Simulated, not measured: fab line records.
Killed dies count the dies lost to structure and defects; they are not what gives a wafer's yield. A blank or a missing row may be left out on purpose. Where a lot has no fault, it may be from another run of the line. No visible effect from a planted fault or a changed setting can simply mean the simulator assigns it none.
fab line records ; flow gf180mcu ; part 1 of 2: steps 1 to 43 of 44
record lots=7; wafers=21; lastDay=34
route steps=602 shown POLY_GATE@173 HV_LDD@176 PASSIVATION@602
lots with no fault: from the same line, run without faults
startH: the number of hours between the record's first day and the start of the first shown wafer of the lot ; waitH: hours since the lot's step before ; " as in the row above ; L1.1+2: one row covering several wafers at once ; - either no value or no given start ; * or withheld: withheld ; < > ~ a bound
route shown NAME@n: a module of which the file shows steps, and the number in the route of the first ; usual: mean/standard deviation taken from wafers without a fault ; same: alike in all rows ; chamber/n: place in a boat ; sites: readings site by site ; _std_site: their standard deviation ; _edge_site: the outer-site mean with the inner-site mean subtracted ; radiusMm: how far each site lies from the wafer's centre ; mask NAME#n: copy n ; behind: the most recent tool/chamber to have shaped the wafer ; hold: what put the lot on hold/how long, in hours/how the hold closed ; device: which transistor (n, p or np) failed to switch ; end of line: tests run on the same wafers once the route is complete ; step lacking rows: just its recipe ; killed: the dies lost at the first sort to structure and to defects; this is not the yield of the wafer ; map: shows each die of a wafer: x if killed, . if not, _ if none is there
set.NAME: the setting that was run; set.NAME@STEP: the one run at that earlier step ; model.NAME: the simulator's own value behind a step, which no gauge read
lots seen at some steps along the route; tables by step, rows by wafer
services: the hour from which a tool's chamber was out of use, counted from the record's first day as startH (under 0 if before that day), plus the number of hours and why
## steps
# step GF_POLY_GATE_OXIDATION_16
# recipe tempC=850; ambient=O2; stabiliseS=600; purgeS=300; targetThkA=40; oxTimeS=899
# step GF_POLY_GATE_THK_MEAS_17
# recipe reads=SiO2_of_POLY_GATE_OXIDATION_16
# usual POLY_GATE_OXIDATION_THK=4.03/0.083
lot.wafer;tool;chamber;startH;waitH;POLY_GATE_OXIDATION_THK[nm]
L161.1;filmMetro-02;-;195.86;0.0;4.03
L161.2;filmMetro-02;-;195.86;0.0;4.02
L161.5;filmMetro-02;-;195.86;0.0;4.02
L165.1;filmMetro-04;-;226.60;0.0;4.09
L165.3;filmMetro-04;-;226.60;0.0;4.07
L165.6;filmMetro-04;-;226.60;0.0;4.16
L178.2;filmMetro-04;-;322.75;0.0;4.14
L178.3;filmMetro-04;-;322.75;0.0;4.09
L178.5;filmMetro-04;-;322.75;0.0;4.11
L179.1;filmMetro-04;-;332.82;0.0;4.04
L179.3;filmMetro-04;-;332.82;0.0;4.07
L179.5;filmMetro-04;-;332.82;0.0;4.01
L180.2;filmMetro-04;-;343.81;0.0;4.11
L180.5;filmMetro-04;-;343.81;0.0;4.00
L180.6;filmMetro-04;-;343.81;0.0;4.08
L182.2;filmMetro-03;-;351.86;0.0;3.88
L182.3;filmMetro-03;-;351.86;0.0;3.79
L182.6;filmMetro-03;-;351.86;0.0;3.82
L184.1;filmMetro-04;-;367.00;0.0;4.08
L184.3;filmMetro-04;-;367.00;0.0;3.91
L184.6;filmMetro-04;-;367.00;0.0;3.92
# step GF_POLY_GATE_CD_MEAS_18
# usual cdNm=279.7/1.9
lot.wafer;tool;chamber;startH;waitH;cdNm
L161.1;cdSem-02;-;195.92;0.1;278.9
L161.2;cdSem-02;-;195.92;0.1;280.2
L161.5;cdSem-02;-;195.92;0.1;279.0
L165.1;cdSem-02;-;226.66;0.1;280.3
L165.3;cdSem-02;-;226.66;0.1;277.9
L165.6;cdSem-02;-;226.66;0.1;279.6
L178.2;cdSem-02;-;322.82;0.1;279.0
L178.3;cdSem-02;-;322.82;0.1;277.4
L178.5;cdSem-02;-;322.82;0.1;277.5
L179.1;cdSem-01;-;332.88;0.1;279.2
L179.3;cdSem-01;-;332.88;0.1;281.5
L179.5;cdSem-01;-;332.88;0.1;282.3
L180.2;cdSem-01;-;343.89;0.1;278.7
L180.5;cdSem-01;-;343.89;0.1;279.6
L180.6;cdSem-01;-;343.89;0.1;279.5
L182.2;cdSem-02;-;351.94;0.1;280.0
L182.3;cdSem-02;-;351.94;0.1;282.8
L182.6;cdSem-02;-;351.94;0.1;280.0
L184.1;cdSem-02;-;367.06;0.1;279.3
L184.3;cdSem-02;-;367.06;0.1;278.8
L184.6;cdSem-02;-;367.06;0.1;280.0
# step GF_HV_LDD_DEHYDRATE_00
# recipe tempC=200; timeS=60
# step GF_HV_LDD_HMDS_01
# recipe primeTimeS=60; primeTempC=120
# step GF_HV_LDD_COAT_02
# recipe resist=NOVOLAK; spinRpm=3000; resistThkNm=1000
# step GF_HV_LDD_SOFTBAKE_03
# recipe tempC=90; timeS=60; resist=NOVOLAK
# step GF_HV_LDD_EXPOSE_04
# recipe maskId=Nplus_LV_AREA; targetCdNm=400; na=0.6; sourceShape=conventional; sigmaOuter=0.6; doseMj=140
# step GF_HV_LDD_PEB_05
# recipe tempC=withheld; timeS=*; resist=NOVOLAK
# step GF_HV_LDD_DEVELOP_06
# recipe developTimeS=60; devTempC=23
# step GF_HV_LDD_CD_MEAS_07
# recipe targetCdNm=400
# usual cdNm=400.0/2.2
lot.wafer;tool;chamber;startH;waitH;cdNm
L161.1;cdSem-02;-;213.64;0.1;400.3
L161.2;cdSem-02;-;213.64;0.1;401.5
L161.5;cdSem-02;-;213.64;0.1;400.4
L165.1;cdSem-02;-;244.79;0.1;400.8
L165.3;cdSem-02;-;244.79;0.1;401.2
L165.6;cdSem-02;-;244.79;0.1;401.8
L178.2;cdSem-01;-;344.05;0.3;398.7
L178.3;cdSem-01;-;344.05;0.3;400.8
L178.5;cdSem-01;-;344.05;0.3;399.9
L179.1;cdSem-01;-;353.62;0.1;401.7
L179.3;cdSem-01;-;353.62;0.1;401.5
L179.5;cdSem-01;-;353.62;0.1;399.6
L180.2;cdSem-01;-;364.94;0.1;398.3
L180.5;cdSem-01;-;364.94;0.1;399.8
L180.6;cdSem-01;-;364.94;0.1;398.5
L182.2;cdSem-01;-;373.36;0.1;398.0
L182.3;cdSem-01;-;373.36;0.1;401.1
L182.6;cdSem-01;-;373.36;0.1;402.2
L184.1;cdSem-01;-;388.93;0.1;400.8
L184.3;cdSem-01;-;388.93;0.1;402.8
L184.6;cdSem-01;-;388.93;0.1;400.1
# step GF_HV_LDD_OVL_MEAS_08
# usual HV_LDD_OVL=-0.3/1.1
lot.wafer;tool;chamber;startH;waitH;HV_LDD_OVL[nm]
L161.1;overlay-02;-;213.76;0.1;0.3
L161.2;overlay-02;-;213.76;0.1;-0.3
L161.5;overlay-02;-;213.76;0.1;-0.7
L165.1;overlay-01;-;244.91;0.1;-0.8
L165.3;overlay-01;-;244.91;0.1;-2.3
L165.6;overlay-01;-;244.91;0.1;-1.6
L178.2;overlay-02;-;344.16;0.1;-0.2
L178.3;overlay-02;-;344.16;0.1;-0.9
L178.5;overlay-02;-;344.16;0.1;-1.0
L179.1;overlay-02;-;353.74;0.1;-0.5
L179.3;overlay-02;-;353.74;0.1;-1.7
L179.5;overlay-02;-;353.74;0.1;-0.6
L180.2;overlay-02;-;365.05;0.1;0.9
L180.5;overlay-02;-;365.05;0.1;-2.2
L180.6;overlay-02;-;365.05;0.1;-0.4
L182.2;overlay-01;-;373.46;0.1;2.3
L182.3;overlay-01;-;373.46;0.1;1.3
L182.6;overlay-01;-;373.46;0.1;-0.1
L184.1;overlay-01;-;389.05;0.1;0.8
L184.3;overlay-01;-;389.05;0.1;2.1
L184.6;overlay-01;-;389.05;0.1;1.2
# step GF_HV_LDD_IMPLANT_09
# recipe species=As; energyKev=40; doseCm2=1e+14; tiltDeg=7
# usual doseIonsCm2=9.998e+13/1.1e+11; faradayCurrentUA=565/11
lot.wafer;tool;chamber;startH;waitH;doseIonsCm2;faradayCurrentUA
L161.1;implanter-03;0;213.80;0.0;1.0003e+14;572
L161.2;implanter-03;0;213.80;0.0;1.0005e+14;564
L161.5;implanter-03;0;213.80;0.0;1.0018e+14;550
L165.1;implanter-02;0;244.95;0.0;9.957e+13;557
L165.3;implanter-02;0;244.95;0.0;9.99e+13;552
L165.6;implanter-02;0;244.95;0.0;9.996e+13;574
L178.2;implanter-02;0;344.21;0.0;8.713e+13;506
L178.3;implanter-02;0;344.21;0.0;8.709e+13;488
L178.5;implanter-02;0;344.21;0.0;8.7e+13;507
L179.1;implanter-02;0;353.78;0.0;8.709e+13;502
L179.3;implanter-02;0;353.78;0.0;8.716e+13;478
L179.5;implanter-02;0;353.78;0.0;8.71e+13;478
L180.2;implanter-02;0;365.10;0.0;8.71e+13;499
L180.5;implanter-02;0;365.10;0.0;8.728e+13;484
L180.6;implanter-02;0;365.10;0.0;8.71e+13;482
L182.2;implanter-03;0;373.52;0.0;9.979e+13;555
L182.3;implanter-03;0;373.52;0.0;9.989e+13;556
L182.6;implanter-03;0;373.52;0.0;9.997e+13;539
L184.1;implanter-03;0;389.09;0.0;1.0008e+14;554
L184.3;implanter-03;0;389.09;0.0;1.0007e+14;556
L184.6;implanter-03;0;389.09;0.0;9.999e+13;565
# step GF_HV_LDD_STRIP_10
# recipe chemistry=O2/N2; powerW=1400; pressureMtorr=1500; platenTempC=250; o2FlowSccm=3000; n2FlowSccm=300; overashFraction=0.5
# usual drypumpMotorCurrentA=6.1/0.38; heaterPowerW=346/30; oesProductAu=0.715/0.0046; stripTimeToEndpointS=12.63/0.042
lot.wafer;tool;chamber;startH;waitH;drypumpMotorCurrentA;heaterPowerW;oesProductAu;rfHoursCounterH;stripTimeToEndpointS
L161.1;plasmaAsher-01;1;213.95;0.1;5.4;350;0.713;60;12.70
L161.2;plasmaAsher-01;0;213.95;0.1;6.3;396;0.717;60;12.68
L161.5;plasmaAsher-01;0;213.95;0.1;6.3;393;0.713;-;12.73
L165.1;plasmaAsher-01;1;245.10;0.1;5.4;351;0.727;65;12.65
L165.3;plasmaAsher-01;1;245.10;0.1;5.4;352;0.708;-;12.67
L165.6;plasmaAsher-01;0;245.10;0.1;6.3;395;0.713;-;12.65
L178.2;plasmaAsher-04;1;344.34;0.1;6.5;334;0.714;26;12.57
L178.3;plasmaAsher-04;0;344.34;0.1;6.1;293;0.714;-;12.58
L178.5;plasmaAsher-04;1;344.34;0.1;6.5;342;0.713;-;12.57
L179.1;plasmaAsher-01;0;353.93;0.1;6.3;396;0.705;78;12.60
L179.3;plasmaAsher-01;1;353.93;0.1;5.4;351;0.720;-;12.58
L179.5;plasmaAsher-01;0;353.93;0.1;6.3;397;0.717;-;12.59
L180.2;plasmaAsher-02;1;365.23;0.1;6.2;342;0.712;74;12.68
L180.5;plasmaAsher-02;1;365.23;0.1;6.2;335;0.713;-;12.66
L180.6;plasmaAsher-02;0;365.23;0.1;6.3;343;0.714;-;12.66
L182.2;plasmaAsher-01;0;373.64;0.1;6.3;392;0.714;80;12.57
L182.3;plasmaAsher-01;0;373.64;0.1;6.3;393;0.709;-;12.59
L182.6;plasmaAsher-01;1;373.64;0.1;5.4;352;0.718;-;12.61
L184.1;plasmaAsher-04;1;389.24;0.1;6.4;330;0.712;29;12.67
L184.3;plasmaAsher-04;1;389.24;0.1;6.4;335;0.709;-;12.64
L184.6;plasmaAsher-04;1;389.24;0.1;6.4;335;0.713;-;12.61
# step GF_HV_LDD_TW_MEAS_11
# usual HV_LDD_TW=2418/33
lot.wafer;tool;chamber;startH;waitH;HV_LDD_TW
L161.1;filmMetro-01;-;214.05;0.1;2444
L161.2;filmMetro-01;-;214.05;0.1;2458
L161.5;filmMetro-01;-;214.05;0.1;2436
L165.1;filmMetro-04;-;245.20;0.1;2375
L165.3;filmMetro-04;-;245.20;0.1;2368
L165.6;filmMetro-04;-;245.20;0.1;2378
L178.2;filmMetro-01;-;344.45;0.1;2365
L178.3;filmMetro-01;-;344.45;0.1;2350
L178.5;filmMetro-01;-;344.45;0.1;2361
L179.1;filmMetro-04;-;354.03;0.1;2303
L179.3;filmMetro-04;-;354.03;0.1;2312
L179.5;filmMetro-04;-;354.03;0.1;2312
L180.2;filmMetro-04;-;365.34;0.1;2301
L180.5;filmMetro-04;-;365.34;0.1;2290
L180.6;filmMetro-04;-;365.34;0.1;2305
L182.2;filmMetro-04;-;373.75;0.1;2397
L182.3;filmMetro-04;-;373.75;0.1;2384
L182.6;filmMetro-04;-;373.75;0.1;2378
L184.1;filmMetro-01;-;389.34;0.1;2452
L184.3;filmMetro-01;-;389.34;0.1;2436
L184.6;filmMetro-01;-;389.34;0.1;2448
# step GF_HV_LDD_DEHYDRATE_12
# recipe tempC=200; timeS=60
# step GF_HV_LDD_HMDS_13
# recipe primeTimeS=60; primeTempC=120
# step GF_HV_LDD_COAT_14
# recipe resist=NOVOLAK; spinRpm=3000; resistThkNm=1000
# step GF_HV_LDD_SOFTBAKE_15
# recipe tempC=90; timeS=60; resist=NOVOLAK
# step GF_HV_LDD_EXPOSE_16
# recipe maskId=Pplus_LV_AREA; targetCdNm=400; na=0.6; sourceShape=conventional; sigmaOuter=0.6; doseMj=140
# step GF_HV_LDD_PEB_17
# recipe tempC=withheld; timeS=*; resist=NOVOLAK
# step GF_HV_LDD_DEVELOP_18
# recipe developTimeS=60; devTempC=23
# step GF_HV_LDD_CD_MEAS_19
# recipe targetCdNm=400
# usual cdNm=400.6/1.8
lot.wafer;tool;chamber;startH;waitH;cdNm
L161.1;cdSem-02;-;231.94;0.1;396.9
L161.2;cdSem-02;-;231.94;0.1;401.8
L161.5;cdSem-02;-;231.94;0.1;397.6
L165.1;cdSem-02;-;264.26;0.2;400.9
L165.3;cdSem-02;-;264.26;0.2;399.9
L165.6;cdSem-02;-;264.26;0.2;402.1
L178.2;cdSem-02;-;365.61;0.1;401.0
L178.3;cdSem-02;-;365.61;0.1;401.0
L178.5;cdSem-02;-;365.61;0.1;402.5
L179.1;cdSem-01;-;375.87;0.1;401.7
L179.3;cdSem-01;-;375.87;0.1;400.8
L179.5;cdSem-01;-;375.87;0.1;402.9
L180.2;cdSem-02;-;387.34;0.1;400.1
L180.5;cdSem-02;-;387.34;0.1;399.6
L180.6;cdSem-02;-;387.34;0.1;400.7
L182.2;cdSem-01;-;396.01;0.1;400.9
L182.3;cdSem-01;-;396.01;0.1;404.4
L182.6;cdSem-01;-;396.01;0.1;399.8
L184.1;cdSem-01;-;412.63;0.1;399.3
L184.3;cdSem-01;-;412.63;0.1;398.8
L184.6;cdSem-01;-;412.63;0.1;399.5
# step GF_HV_LDD_OVL_MEAS_20
# usual HV_LDD_01_OVL=-1.0/1.3
lot.wafer;tool;chamber;startH;waitH;HV_LDD_01_OVL[nm]
L161.1;overlay-01;-;232.06;0.1;0.3
L161.2;overlay-01;-;232.06;0.1;-1.2
L161.5;overlay-01;-;232.06;0.1;0.7
L165.1;overlay-01;-;264.38;0.1;-2.7
L165.3;overlay-01;-;264.38;0.1;-1.9
L165.6;overlay-01;-;264.38;0.1;-1.4
L178.2;overlay-01;-;365.71;0.1;-2.7
L178.3;overlay-01;-;365.71;0.1;-1.0
L178.5;overlay-01;-;365.71;0.1;-0.6
L179.1;overlay-01;-;375.99;0.1;-3.6
L179.3;overlay-01;-;375.99;0.1;-1.4
L179.5;overlay-01;-;375.99;0.1;-1.5
L180.2;overlay-02;-;387.45;0.1;-1.6
L180.5;overlay-02;-;387.45;0.1;0.4
L180.6;overlay-02;-;387.45;0.1;-2.1
L182.2;overlay-01;-;396.12;0.1;2.3
L182.3;overlay-01;-;396.12;0.1;-0.8
L182.6;overlay-01;-;396.12;0.1;-0.4
L184.1;overlay-02;-;412.75;0.1;-2.1
L184.3;overlay-02;-;412.75;0.1;-3.3
L184.6;overlay-02;-;412.75;0.1;-1.2
# step GF_HV_LDD_IMPLANT_21
# recipe species=BF2; energyKev=25; doseCm2=5e+13; tiltDeg=7
# step GF_HV_LDD_STRIP_22
# recipe chemistry=O2/N2; powerW=1400; pressureMtorr=1500; platenTempC=250; o2FlowSccm=3000; n2FlowSccm=300; overashFraction=0.5
# usual drypumpMotorCurrentA=6.1/0.34; heaterPowerW=339/30; oesProductAu=0.715/0.0046; stripTimeToEndpointS=12.61/0.044
lot.wafer;tool;chamber;startH;waitH;drypumpMotorCurrentA;heaterPowerW;oesProductAu;rfHoursCounterH;stripTimeToEndpointS
L161.1;plasmaAsher-01;1;232.24;0.1;5.4;348;0.721;63;12.60
L161.2;plasmaAsher-01;0;232.24;0.1;6.3;391;0.711;63;12.56
L161.5;plasmaAsher-01;1;232.24;0.1;5.4;348;0.722;-;12.58
L165.1;plasmaAsher-04;1;264.57;0.1;6.5;340;0.712;18;12.54
L165.3;plasmaAsher-04;1;264.57;0.1;6.5;337;0.727;-;12.59
L165.6;plasmaAsher-04;0;264.57;0.1;6.1;300;0.720;-;12.53
L178.2;plasmaAsher-02;0;365.89;0.1;6.4;331;0.715;74;12.57
L178.3;plasmaAsher-02;1;365.89;0.1;6.2;337;0.716;-;12.60
L178.5;plasmaAsher-02;0;365.89;0.1;6.3;329;0.719;-;12.58
L179.1;plasmaAsher-02;1;376.18;0.1;6.2;337;0.717;75;12.61
L179.3;plasmaAsher-02;0;376.18;0.1;6.4;335;0.716;-;12.61
L179.5;plasmaAsher-02;0;376.18;0.1;6.4;333;0.710;-;12.64
L180.2;plasmaAsher-04;1;387.63;0.1;6.4;335;0.716;29;12.66
L180.5;plasmaAsher-04;1;387.63;0.1;6.5;340;0.716;-;12.66
L180.6;plasmaAsher-04;0;387.63;0.1;6.0;295;0.710;-;12.60
L182.2;plasmaAsher-04;0;396.30;0.1;6.0;291;0.711;29;12.63
L182.3;plasmaAsher-04;0;396.30;0.1;6.0;295;0.723;-;12.62
L182.6;plasmaAsher-04;1;396.30;0.1;6.4;337;0.706;-;12.65
L184.1;plasmaAsher-04;1;412.94;0.1;6.4;342;0.723;32;12.58
L184.3;plasmaAsher-04;1;412.94;0.1;6.4;333;0.717;-;12.56
L184.6;plasmaAsher-04;0;412.94;0.1;6.1;301;0.716;-;12.58
# step GF_HV_LDD_TW_MEAS_23
# usual HV_LDD_2_TW=1059/12
lot.wafer;tool;chamber;startH;waitH;HV_LDD_2_TW
L161.1;filmMetro-04;-;232.34;0.1;1035
L161.2;filmMetro-04;-;232.34;0.1;1031
L161.5;filmMetro-04;-;232.34;0.1;1033
L165.1;filmMetro-01;-;264.67;0.1;1091
L165.3;filmMetro-01;-;264.67;0.1;1077
L165.6;filmMetro-01;-;264.67;0.1;1078
L178.2;filmMetro-02;-;366.00;0.1;1058
L178.3;filmMetro-02;-;366.00;0.1;1057
L178.5;filmMetro-02;-;366.00;0.1;1055
L179.1;filmMetro-02;-;376.28;0.1;1060
L179.3;filmMetro-02;-;376.28;0.1;1058
L179.5;filmMetro-02;-;376.28;0.1;1059
L180.2;filmMetro-04;-;387.74;0.1;1057
L180.5;filmMetro-04;-;387.74;0.1;1055
L180.6;filmMetro-04;-;387.74;0.1;1058
L182.2;filmMetro-02;-;396.41;0.1;1060
L182.3;filmMetro-02;-;396.41;0.1;1053
L182.6;filmMetro-02;-;396.41;0.1;1068
L184.1;filmMetro-04;-;413.04;0.1;1053
L184.3;filmMetro-04;-;413.04;0.1;1057
L184.6;filmMetro-04;-;413.04;0.1;1062
# step GF_HV_LDD_DEHYDRATE_24
# recipe tempC=200; timeS=60
# step GF_HV_LDD_HMDS_25
# recipe primeTimeS=60; primeTempC=120
# step GF_HV_LDD_COAT_26
# recipe resist=NOVOLAK; spinRpm=3000; resistThkNm=1000
# step GF_HV_LDD_SOFTBAKE_27
# recipe tempC=90; timeS=60; resist=NOVOLAK
# step GF_HV_LDD_EXPOSE_28
# recipe maskId=Nplus_HV_AREA; targetCdNm=400; na=0.6; sourceShape=conventional; sigmaOuter=0.6; doseMj=140
# step GF_HV_LDD_PEB_29
# recipe tempC=withheld; timeS=*; resist=NOVOLAK
# step GF_HV_LDD_DEVELOP_30
# recipe developTimeS=60; devTempC=23
# step GF_HV_LDD_CD_MEAS_31
# recipe targetCdNm=400
# usual cdNm=400.0/2.1
lot.wafer;tool;chamber;startH;waitH;cdNm
L161.1;cdSem-02;-;250.69;0.1;400.1
L161.2;cdSem-02;-;250.69;0.1;401.6
L161.5;cdSem-02;-;250.69;0.1;399.9
L165.1;cdSem-01;-;284.72;0.1;401.6
L165.3;cdSem-01;-;284.72;0.1;400.2
L165.6;cdSem-01;-;284.72;0.1;404.2
L178.2;cdSem-02;-;387.94;0.1;404.3
L178.3;cdSem-02;-;387.94;0.1;404.9
L178.5;cdSem-02;-;387.94;0.1;403.2
L179.1;cdSem-02;-;398.63;0.1;400.2
L179.3;cdSem-02;-;398.63;0.1;398.6
L179.5;cdSem-02;-;398.63;0.1;395.6
L180.2;cdSem-02;-;410.84;0.1;396.9
L180.5;cdSem-02;-;410.84;0.1;397.9
L180.6;cdSem-02;-;410.84;0.1;398.9
L182.2;cdSem-01;-;419.55;0.1;398.8
L182.3;cdSem-01;-;419.55;0.1;400.0
L182.6;cdSem-01;-;419.55;0.1;400.8
L184.1;cdSem-01;-;436.93;0.1;402.0
L184.3;cdSem-01;-;436.93;0.1;401.7
L184.6;cdSem-01;-;436.93;0.1;402.4
# step GF_HV_LDD_OVL_MEAS_32
# usual HV_LDD_02_OVL=0.1/1.5
lot.wafer;tool;chamber;startH;waitH;HV_LDD_02_OVL[nm]
L161.1;overlay-02;-;250.81;0.1;-1.6
L161.2;overlay-02;-;250.81;0.1;-0.1
L161.5;overlay-02;-;250.81;0.1;-1.2
L165.1;overlay-01;-;284.84;0.1;1.2
L165.3;overlay-01;-;284.84;0.1;2.4
L165.6;overlay-01;-;284.84;0.1;1.8
L178.2;overlay-02;-;388.05;0.1;-0.2
L178.3;overlay-02;-;388.05;0.1;-1.3
L178.5;overlay-02;-;388.05;0.1;1.4
L179.1;overlay-02;-;398.75;0.1;-2.4
L179.3;overlay-02;-;398.75;0.1;-2.5
L179.5;overlay-02;-;398.75;0.1;-2.3
L180.2;overlay-01;-;410.95;0.1;-1.9
L180.5;overlay-01;-;410.95;0.1;-0.1
L180.6;overlay-01;-;410.95;0.1;0.3
L182.2;overlay-02;-;419.66;0.1;1.5
L182.3;overlay-02;-;419.66;0.1;1.8
L182.6;overlay-02;-;419.66;0.1;0.2
L184.1;overlay-01;-;437.05;0.1;3.2
L184.3;overlay-01;-;437.05;0.1;-0.5
L184.6;overlay-01;-;437.05;0.1;3.2
# step GF_HV_LDD_IMPLANT_33
# recipe species=P; energyKev=60; doseCm2=7.5e+12; tiltDeg=30; rotationDeg=0
# step GF_HV_LDD_IMPLANT_34
# recipe species=P; energyKev=60; doseCm2=7.5e+12; tiltDeg=30; rotationDeg=90
# step GF_HV_LDD_IMPLANT_35
# recipe species=P; energyKev=60; doseCm2=7.5e+12; tiltDeg=30; rotationDeg=180
# step GF_HV_LDD_IMPLANT_36
# recipe species=P; energyKev=60; doseCm2=7.5e+12; tiltDeg=30; rotationDeg=270
# step GF_HV_LDD_STRIP_37
# recipe chemistry=O2/N2; powerW=1400; pressureMtorr=1500; platenTempC=250; o2FlowSccm=3000; n2FlowSccm=300; overashFraction=0.5
# usual drypumpMotorCurrentA=6.1/0.33; heaterPowerW=344/25; oesProductAu=0.716/0.0042; stripTimeToEndpointS=12.63/0.039
lot.wafer;tool;chamber;startH;waitH;drypumpMotorCurrentA;heaterPowerW;oesProductAu;rfHoursCounterH;stripTimeToEndpointS
L161.1;plasmaAsher-02;1;251.45;0.1;6.3;344;0.715;61;12.62
L161.2;plasmaAsher-02;0;251.45;0.1;6.3;333;0.721;61;12.62
L161.5;plasmaAsher-02;1;251.45;0.1;6.3;328;0.713;-;12.61
L165.1;plasmaAsher-04;1;285.48;0.1;6.5;336;0.720;20;12.73
L165.3;plasmaAsher-04;1;285.48;0.1;6.4;343;0.724;-;12.71
L165.6;plasmaAsher-04;1;285.48;0.1;6.4;334;0.723;-;12.72
L178.2;plasmaAsher-02;0;388.68;0.1;6.4;342;0.713;77;12.65
L178.3;plasmaAsher-02;0;388.68;0.1;6.3;343;0.717;-;12.65
L178.5;plasmaAsher-02;0;388.68;0.1;6.3;336;0.718;-;12.64
L179.1;plasmaAsher-01;1;399.39;0.1;5.4;349;0.709;83;12.67
L179.3;plasmaAsher-01;0;399.39;0.1;6.3;393;0.720;-;12.62
L179.5;plasmaAsher-01;0;399.39;0.1;6.3;390;0.718;-;12.65
L180.2;plasmaAsher-02;0;411.58;0.1;6.3;339;0.723;79;12.66
L180.5;plasmaAsher-02;1;411.58;0.1;6.2;334;0.723;-;12.67
L180.6;plasmaAsher-02;0;411.58;0.1;6.3;332;0.718;-;12.64
L182.2;plasmaAsher-02;0;420.29;0.1;6.3;337;0.715;80;12.66
L182.3;plasmaAsher-02;1;420.29;0.1;6.2;346;0.723;-;12.63
L182.6;plasmaAsher-02;0;420.29;0.1;6.4;332;0.711;-;12.63
L184.1;plasmaAsher-02;1;437.69;0.1;6.2;335;0.713;82;12.64
L184.3;plasmaAsher-02;0;437.69;0.1;6.3;338;0.712;-;12.60
L184.6;plasmaAsher-02;1;437.69;0.1;6.2;333;0.714;-;12.57
# step GF_HV_LDD_TW_MEAS_38
# usual HV_LDD_3_TW=1444/17
lot.wafer;tool;chamber;startH;waitH;HV_LDD_3_TW
L161.1;filmMetro-04;-;251.55;0.1;1415
L161.2;filmMetro-04;-;251.55;0.1;1412
L161.5;filmMetro-04;-;251.55;0.1;1414
L165.1;filmMetro-04;-;285.58;0.1;1420
L165.3;filmMetro-04;-;285.58;0.1;1426
L165.6;filmMetro-04;-;285.58;0.1;1429
L178.2;filmMetro-04;-;388.79;0.1;1435
L178.3;filmMetro-04;-;388.79;0.1;1439
L178.5;filmMetro-04;-;388.79;0.1;1444
L179.1;filmMetro-04;-;399.49;0.1;1434
L179.3;filmMetro-04;-;399.49;0.1;1427
L179.5;filmMetro-04;-;399.49;0.1;1440
L180.2;filmMetro-02;-;411.69;0.1;1446
L180.5;filmMetro-02;-;411.69;0.1;1443
L180.6;filmMetro-02;-;411.69;0.1;1444
L182.2;filmMetro-02;-;420.40;0.1;1441
L182.3;filmMetro-02;-;420.40;0.1;1445
L182.6;filmMetro-02;-;420.40;0.1;1444
L184.1;filmMetro-04;-;437.79;0.1;1442
L184.3;filmMetro-04;-;437.79;0.1;1431
L184.6;filmMetro-04;-;437.79;0.1;1426
# step GF_HV_LDD_RS_MEAS_53
# recipe thkMeasGauge=four-point-probe
# usual HV_LDD_RS=419.0/0.9
lot.wafer;tool;chamber;startH;waitH;HV_LDD_RS[ohm/sq]
L161.1;filmMetro-02;-;271.07;0.1;418.5
L161.2;filmMetro-02;-;271.07;0.1;418.3
L161.5;filmMetro-02;-;271.07;0.1;419.3
L165.1;filmMetro-02;-;307.12;0.1;420.0
L165.3;filmMetro-02;-;307.12;0.1;420.0
L165.6;filmMetro-02;-;307.12;0.1;420.3
L178.2;filmMetro-01;-;412.62;0.1;444.3
L178.3;filmMetro-01;-;412.62;0.1;445.8
L178.5;filmMetro-01;-;412.62;0.1;444.6
L179.1;filmMetro-02;-;423.65;0.1;442.8
L179.3;filmMetro-02;-;423.65;0.1;441.2
L179.5;filmMetro-02;-;423.65;0.1;441.8
L180.2;filmMetro-01;-;436.17;0.1;445.7
L180.5;filmMetro-01;-;436.17;0.1;445.3
L180.6;filmMetro-01;-;436.17;0.1;445.5
L182.2;filmMetro-04;-;445.35;0.1;418.6
L182.3;filmMetro-04;-;445.35;0.1;418.9
L182.6;filmMetro-04;-;445.35;0.1;419.1
L184.1;filmMetro-01;-;462.32;0.1;418.6
L184.3;filmMetro-01;-;462.32;0.1;417.8
L184.6;filmMetro-01;-;462.32;0.1;418.2
## key
firstSign step=GF_HV_LDD_IMPLANT_09; reading=doseIonsCm2; direction=down; sigmas=99+; usual=9.998e+13; struck=8.712e+13
effect step=GF_HV_LDD_IMPLANT_09; reading=faradayCurrentUA; direction=down; sigmas=6.8; usual=565; struck=491
effect step=GF_HV_LDD_TW_MEAS_11; reading=HV_LDD_TW; direction=down; sigmas=2.9; usual=2418; struck=2322
effect step=GF_HV_LDD_RS_MEAS_53; reading=HV_LDD_RS; direction=up; sigmas=28; usual=419.0; struck=444.1
modelEffect step=GF_PASSIVATION_PROBE_99; value=etest.nldd_3p3.lineOhmUm; without=2299; struck=2569
metAt GF_HV_LDD_IMPLANT_09
struckWafers L178.2,L178.3,L178.5,L179.1,L179.3,L179.5,L180.2,L180.5,L180.6
testerLeftOut L178,L179,L180
onsetBetween 244.95 344.21
fault kind=processParameterDrift; tool=implanter-02; chamber=-; onsetH=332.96; steps=GF_HV_LDD_IMPLANT_09; channel=doseCm2; offset=-1.2887e+13; shape=step; endH=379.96; actsIn=theseRecipesOnly; stated=1e+14
# testerLeftOut: of these lots the tester's yield and bins aren't shown, on N5 and GAA mostly nor the transistor test; their killed dies are dies lost to structure and defects alone, not to doping, threshold or leakage, so they don't give the yield
